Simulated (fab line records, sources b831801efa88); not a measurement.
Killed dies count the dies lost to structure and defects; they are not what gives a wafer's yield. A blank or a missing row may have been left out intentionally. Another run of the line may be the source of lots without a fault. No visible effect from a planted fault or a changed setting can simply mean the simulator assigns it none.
Which tool did it? | flow gf180mcu | 39 wafers from 13 lots sampled at 5 of the route's 602 steps

## WHAT THE GAUGES READ, wafer by wafer
GF_DNWELL_TW_MEAS_09. Usual: DNWELL_TW 1354, standard deviation 7.8.
lot  | measured    | on            | DNWELL_TW      | flag
L614 | day 2 17:36 | film metro-03 | 1356 1360 1359 |
L615 | day 3 00:05 | film metro-03 | 1343 1348 1357 |
L617 | day 3 10:42 | film metro-02 | 1346 1341 1346 |
L618 | day 3 16:31 | film metro-03 | 1370 1359 1366 |
L619 | day 3 21:49 | film metro-03 | 1356 1350 1356 |
L620 | day 4 02:01 | film metro-02 | 1351 1353 1353 |
L622 | day 4 16:34 | film metro-02 | 1351 1347 1351 |
L625 | day 5 04:42 | film metro-01 | 1348 1360 1362 |
L632 | day 6 20:32 | film metro-01 | 1349 1356 1344 |
L633 | day 7 00:48 | film metro-01 | 1355 1351 1347 |
L634 | day 7 05:53 | film metro-02 | 1351 1345 1346 |
L636 | day 7 17:38 | film metro-03 | 1354 1353 1365 |
L637 | day 7 21:50 | film metro-03 | 1355 1362 1363 |

GF_VT_IMPLANT_TW_MEAS_32. Usual: VT_IMPLANT_3_TW 268.9, standard deviation 1.8.
lot  | measured     | on            | VT_IMPLANT_3_TW   | flag
L614 | day 6 21:26  | film metro-04 | 270.2 268.3 269.5 |
L615 | day 7 07:07  | film metro-04 | 269.1 267.7 268.2 |
L617 | day 7 19:02  | film metro-02 | 268.0 267.7 267.8 |
L618 | day 8 03:25  | film metro-02 | 266.7 264.4 267.0 |
L619 | day 8 08:59  | film metro-02 | 265.9 265.3 264.4 |
L620 | day 8 12:07  | film metro-03 | 270.8 270.1 271.1 |
L622 | day 9 09:45  | film metro-02 | 266.8 267.8 267.3 |
L625 | day 9 22:20  | film metro-03 | 270.7 269.5 269.4 |
L632 | day 12 00:34 | film metro-03 | 270.3 268.0 268.9 |
L633 | day 12 04:27 | film metro-02 | 266.4 267.1 267.8 |
L634 | day 12 11:34 | film metro-02 | 268.2 267.3 268.7 |
L636 | day 13 00:59 | film metro-02 | 266.3 268.4 269.4 |
L637 | day 13 06:28 | film metro-04 | 269.2 270.2 269.5 |

GF_VT_IMPLANT_RS_MEAS_49: uses a four-point probe to measure. Usual: MVPSD_RS 1169 ohm/sq, standard deviation 3.1.
lot  | measured     | on            | MVPSD_RS (ohm/sq) | flag
L614 | day 7 13:58  | film metro-03 | 1167 1166 1164    |
L615 | day 8 00:17  | film metro-03 | 1175 1178 1173    |
L617 | day 8 12:18  | film metro-04 | 1166 1171 1171    |
L618 | day 8 20:32  | film metro-03 | 1168 1168 1167    |
L619 | day 9 02:59  | film metro-03 | 1175 1172 1170    |
L620 | day 9 05:14  | film metro-03 | 1168 1166 1166    |
L622 | day 10 03:51 | film metro-01 | 1171 1174 1169    |
L625 | day 10 16:59 | film metro-04 | 1180 1178 1181    | OFF
L632 | day 12 20:48 | film metro-01 | 1171 1169 1171    |
L633 | day 13 01:18 | film metro-04 | 1171 1168 1172    |
L634 | day 13 07:44 | film metro-01 | 1172 1170 1167    |
L636 | day 13 22:17 | film metro-01 | 1168 1166 1172    |
L637 | day 14 03:49 | film metro-04 | 1173 1175 1173    |

## TOOL THAT RAN EACH LOT (tool first, then ch and the chambers of the sampled wafers, then the start)
lot  | GF_MVPSD_IMPLANT_09             | GF_VT_IMPLANT_STRIP_31
L614 | implanter-04 ch 0, day 4 23:26  | plasma asher-03 ch 1, day 6 21:19
L615 | implanter-02 ch 0, day 5 08:16  | plasma asher-01 ch 0,1, day 7 07:01
L617 | implanter-02 ch 0, day 5 19:08  | plasma asher-03 ch 0,1, day 7 18:55
L618 | implanter-04 ch 0, day 6 02:28  | plasma asher-03 ch 0,1, day 8 03:19
L619 | implanter-02 ch 0, day 6 07:37  | plasma asher-03 ch 0,1, day 8 08:54
L620 | implanter-02 ch 0, day 6 11:43  | plasma asher-04 ch 0,1, day 8 12:01
L622 | implanter-04 ch 0, day 7 06:15  | plasma asher-01 ch 0,1, day 9 09:39
L625 | implanter-02 ch 0, day 7 19:10  | plasma asher-03 ch 0,1, day 9 22:15
L632 | implanter-03 ch 0, day 9 17:25  | plasma asher-04 ch 0,1, day 12 00:28
L633 | implanter-04 ch 0, day 9 21:08  | plasma asher-04 ch 0,1, day 12 04:21
L634 | implanter-03 ch 0, day 10 02:43 | plasma asher-03 ch 0,1, day 12 11:28
L636 | implanter-04 ch 0, day 10 15:44 | plasma asher-01 ch 0,1, day 13 00:52
L637 | implanter-04 ch 0, day 10 20:59 | plasma asher-03 ch 0,1, day 13 06:21
- GF_MVPSD_IMPLANT_09
- GF_VT_IMPLANT_STRIP_31: strips in O2/N2.

## WHAT THE TOOLS THEMSELVES READ (means of the sampled wafers that have a number; where no wafer has one, the mark that the record gives instead)
GF_MVPSD_IMPLANT_09. Usual: faraday current uA reads 28.2 (standard deviation 0.56).
lot  | tool         | faraday current uA | flag
L614 | implanter-04 | 28.3               |
L615 | implanter-02 | 28.3               |
L617 | implanter-02 | 28.4               |
L618 | implanter-04 | 28.4               |
L619 | implanter-02 | 28.1               |
L620 | implanter-02 | 28.1               |
L622 | implanter-04 | 28.1               |
L625 | implanter-02 | 27.7               |
L632 | implanter-03 | 28.4               |
L633 | implanter-04 | 28.3               |
L634 | implanter-03 | 28.7               |
L636 | implanter-04 | 28.7               |
L637 | implanter-04 | 28.0               |

GF_VT_IMPLANT_STRIP_31. Usual: drypump motor current A 5.7 A, standard deviation 0.59; heater power w 340 W, standard deviation 36; o2 flow sccm 3000 sccm, standard deviation 8.8; oes product au 0.717 a.u., standard deviation 0.0047; strip time to endpoint s 12.63 s, standard deviation 0.037.
lot  | tool            | drypump motor current A (A) | heater power w (W) | o2 flow sccm (sccm) | oes product au (a.u.) | strip time to endpoint s (s) | flag
L614 | plasma asher-03 | 6.4                         | 330                | 3014                | 0.716                 | 12.53                        |
L615 | plasma asher-01 | 5.7                         | 375                | 2996                | 0.715                 | 12.65                        |
L617 | plasma asher-03 | 6.4                         | 366                | 2997                | 0.710                 | 12.68                        |
L618 | plasma asher-03 | 6.3                         | 344                | 2997                | 0.718                 | 12.60                        |
L619 | plasma asher-03 | 6.4                         | 346                | 3004                | 0.713                 | 12.62                        |
L620 | plasma asher-04 | 5.2                         | 298                | 2996                | 0.715                 | 12.63                        |
L622 | plasma asher-01 | 5.7                         | 379                | 3000                | 0.715                 | 12.61                        |
L625 | plasma asher-03 | 6.3                         | 343                | 3008                | 0.718                 | 12.67                        |
L632 | plasma asher-04 | 5.2                         | 303                | 2997                | 0.717                 | 12.59                        |
L633 | plasma asher-04 | 5.0                         | 317                | 2997                | 0.713                 | 12.64                        |
L634 | plasma asher-03 | 6.4                         | 370                | 3002                | 0.722                 | 12.63                        |
L636 | plasma asher-01 | 5.8                         | 373                | 3011                | 0.720                 | 12.65                        |
L637 | plasma asher-03 | 6.4                         | 348                | 2996                | 0.716                 | 12.65                        |

## THE ANSWER, worked out from the rows above alone
Rule: take the mean of a lot's wafers that have a number; if it is more than 3 standard deviations from the usual mean, the lot is off. Also off: a lot with no number at a reading for which 4 or more lots have one. All remaining lots with rows at the step are treated as sound. The gauges are gone through in route order, then the tools' own readings, and for those a lot's mean is taken as printed above. At the first step where some lot is off, the reading lying furthest off is the one used; lots without a number count as furthest.
Off: at GF_VT_IMPLANT_RS_MEAS_49 (MVPSD_RS), L625.
If a tool, at a process step before that reading, ran all the lots that are off and no sound lot after the first of them, it fits. Those tools and the gauges at GF_VT_IMPLANT_RS_MEAS_49 are tried in the same way. One candidate fits, namely implanter-02 at GF_MVPSD_IMPLANT_09. A fault onset in the window from L620 (day 6 11:43, its last sound lot) to L625 (day 7 19:10, its first lot off) fits.

## WHAT WAS PUT IN BY THE SIMULATOR
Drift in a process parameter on implanter-02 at GF_MVPSD_IMPLANT_09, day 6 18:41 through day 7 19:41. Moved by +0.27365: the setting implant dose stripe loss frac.
Lots struck among those shown: L625. The rule above found the same.
